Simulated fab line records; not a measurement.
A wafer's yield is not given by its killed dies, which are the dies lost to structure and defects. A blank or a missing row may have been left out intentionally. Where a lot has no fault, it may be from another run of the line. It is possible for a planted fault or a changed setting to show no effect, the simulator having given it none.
8D (eight disciplines) problem report, filled in by code || flow gf180mcu || the parts of the form that need people (team, actions taken, sign-off) are left out

== 1. WHAT IS WRONG ==
Across 6 wafers from 2 lots, CONTACT_CVD_00_THK at GF_CONTACT_THK_MEAS_01 averages 256 nm, while fault-free wafers read 299 nm with a standard deviation of 3.2. Relative to the usual mean, that is a shift of -13 standard deviations.
Earliest sighting: wafer L705.2 on film metro-02 at day 18 02:10. The record holds 33 wafers of 11 lots with a number at this step. The rule behind "out" and "out of limits": a value lying over 4 standard deviations away from the usual mean. The other wafers with a number count as sound.

== 2. WHAT IT IS; WHAT IT IS NOT ==
{"question": "which readings at this step", "is": "CONTACT_CVD_00_THK", "is not": "-"}
{"question": "which lots", "is": "L705, L707", "is not": "L699, L700, L701, L713, L714, L716, L717, L718, L719"}
{"question": "which wafers of those lots", "is": "all that have a number", "is not": "-"}
{"question": "read on which gauges", "is": "film metro-02", "is not": "film metro-01, film metro-04"}
{"question": "when", "is": "from day 18 02:10", "is not": "up to then (9 sound wafers); but 18 sound wafers of L713, L714, L716, L717, L718, L719 came after"}

== 3. WHAT RULES OUT EACH SUSPECT ==
Counting: a tool at any process step up to the reading remains a suspect when it ran all the lots that are out and ran no sound lot after the first of those.
- the gauge at GF_CONTACT_THK_MEAS_01: ruled out. All the wafers that are out were read on film metro-02, but those of them that GF_CONTACT_CVD_00 has rows for are out there too, on other tools.
- hdpcvd-02 at GF_CONTACT_CVD_00 (deposits SiO2, target thk 300 nm, time 50 s): ruled out as a lasting fault. Following L705 (day 18 02:07), the first lot on it that is out, the sound lots L716, L717, L718, L719 were run on it.
Left after counting: nothing in the record.

== 4. THE CAUSE (what the simulator had put in) ==
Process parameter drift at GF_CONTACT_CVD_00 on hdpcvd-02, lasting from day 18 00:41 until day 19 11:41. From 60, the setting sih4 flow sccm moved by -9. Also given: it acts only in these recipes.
Counting ruled it out, wrongly: the rule takes a fault to strike every lot that its tool runs from its start on, and this one did not.

== 5. SEQUENCE OF EFFECTS, ordered by route ==
One row per reading whose mean, taken over the struck wafers that have a number, lies over 3 standard deviations from the usual. Only readings whose record carries a usual standard deviation are examined. hours: median over the lots of the time between each lot's start at the first step of this table that gives one and its start at this step. sigmas: the change, counted in usual standard deviations.
{"hours": 0, "step": "GF_CONTACT_CVD_00", "reading": "sih4 flow sccm", "usual": "60.04 sccm", "on struck wafers": 51.09, "change": -8.95, "sigmas": -50}
{"hours": 0, "step": "GF_CONTACT_THK_MEAS_01", "reading": "CONTACT_CVD_00_THK", "usual": "299 nm", "on struck wafers": 256, "change": -43, "sigmas": -13}
{"hours": "-", "step": "GF_CONTACT_ETCH_17", "reading": "oes product au", "usual": "0.814 a.u.", "on struck wafers": 0.790, "change": -0.024, "sigmas": -4.9}
The process steps in it:
- GF_CONTACT_CVD_00: deposits SiO2, target thk 300 nm, time 50 s.
- GF_CONTACT_ETCH_17: etches SiO2 in C4F8/O2/Ar, stops on CoSi2, target depth 860 nm.

== 6. HOW IT WOULD HAVE BEEN CAUGHT EARLIER ==
In this record the first reading out of limits at a measuring or inspecting step was taken at day 18 02:10, 1 hour after the fault began at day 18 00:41.
At GF_CONTACT_CVD_00, the tool's own readings (sih4 flow sccm) were out on each struck wafer the step has a row for, so an alarm limit on them would have fired on the first such wafer.
